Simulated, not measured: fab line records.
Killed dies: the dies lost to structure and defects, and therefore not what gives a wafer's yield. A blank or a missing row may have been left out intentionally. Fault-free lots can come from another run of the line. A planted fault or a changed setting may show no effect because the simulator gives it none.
Problem report in the 8D (eight disciplines) form, filled by code + flow sky130 + the parts of the form that need people (team, actions taken, sign-off) are left out

## 1. WHAT IS WRONG
At SKY_DNWELL_COAT_02, spin_speed_rpm averages 1814.9 rpm over 6 wafers from 2 lots, while fault-free wafers read 2000.1 rpm, standard deviation 1.2. So: -99 or more standard deviations from the usual mean.
The step: resist thk 2942 nm.
Seen first at day 7 13:21 on litho_track-01, wafer L894.2. At this step, 36 wafers from 12 lots have a number in the record. The rule behind "out" and "out of limits": a value lying over 4 standard deviations away from the usual mean. Any other wafer with a number is counted as sound.

## 2. WHAT IT IS; WHAT IT IS NOT
| question                    | is                     | is not                                                              |
|-----------------------------|------------------------|---------------------------------------------------------------------|
| which readings at this step | spin_speed_rpm         | -                                                                   |
| which lots                  | L894, L895             | L874, L875, L876, L877, L878, L879, L880, L883, L893, L896          |
| which wafers of those lots  | all that have a number | -                                                                   |
| read on which tools         | litho_track-01         | litho_track-02, litho_track-04                                      |
| when                        | from day 7 13:21       | up to then (27 sound wafers); but 3 sound wafers of L896 came after |

## 3. WHAT RULES OUT EACH SUSPECT
Counting: a tool stays on the suspect list if, at a process step up to the reading, it processed all lots that are out and no sound lot following the first of them.
- rie_diel-04 at SKY_FIELD_ISO_ETCH_14 (etches BARC in N2/H2, stops on SiO2, time 45.9 s, target depth 60 nm): ruled out as a lasting fault. The sound lots L896 went through it after L894, its earliest lot that is out (day 6 20:04).
- litho_track-01 at SKY_DNWELL_COAT_02 (resist thk 2942 nm): kept. It ran every lot that is out, first L894 (day 7 13:21), and no sound lot after that; its last sound lot up to then is L880 (day 4 12:34). Its own spin_speed_rpm readings are out on those wafers.
After counting, what remains is litho_track-01 at SKY_DNWELL_COAT_02.

## 4. THE CAUSE (what the simulator had put in)
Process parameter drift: litho_track-01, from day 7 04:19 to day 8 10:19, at SKY_DNWELL_COAT_02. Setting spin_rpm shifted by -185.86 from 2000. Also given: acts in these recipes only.
Counting left only this tool.

## 5. THE EFFECT CHAIN, in route order
Each row: a reading whose mean over the struck wafers that have a number lies more than 3 standard deviations from the usual. Only readings whose record carries a usual standard deviation are examined. hours: median over the lots of the time between each lot's start at the first step of this table that gives one and its start at this step. sigmas: the change, counted in usual standard deviations.
| hours | step                | reading                  | usual      | on struck wafers | change | sigmas      |
|-------|---------------------|--------------------------|------------|------------------|--------|-------------|
| 0     | SKY_DNWELL_COAT_02  | spin_speed_rpm           | 2000.1 rpm | 1814.9           | -185.2 | -99 or more |
| 10    | SKY_DNWELL_STRIP_08 | strip_time_to_endpoint_s | 36.26 s    | 37.94            | +1.68  | +18         |
Its process steps:
- SKY_DNWELL_COAT_02: resist thk 2942 nm.
- SKY_DNWELL_STRIP_08: strips in O2/N2.
At these later measuring or inspecting steps, every struck wafer for which the step has a row has a number for every such reading, and none has moved that far: SKY_DNWELL_TW_MEAS_09.

## 6. HOW IT WOULD HAVE BEEN CAUGHT EARLIER
9 hours passed between the start of the fault at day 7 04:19 and the first reading out of limits in this record, taken at day 7 13:21.
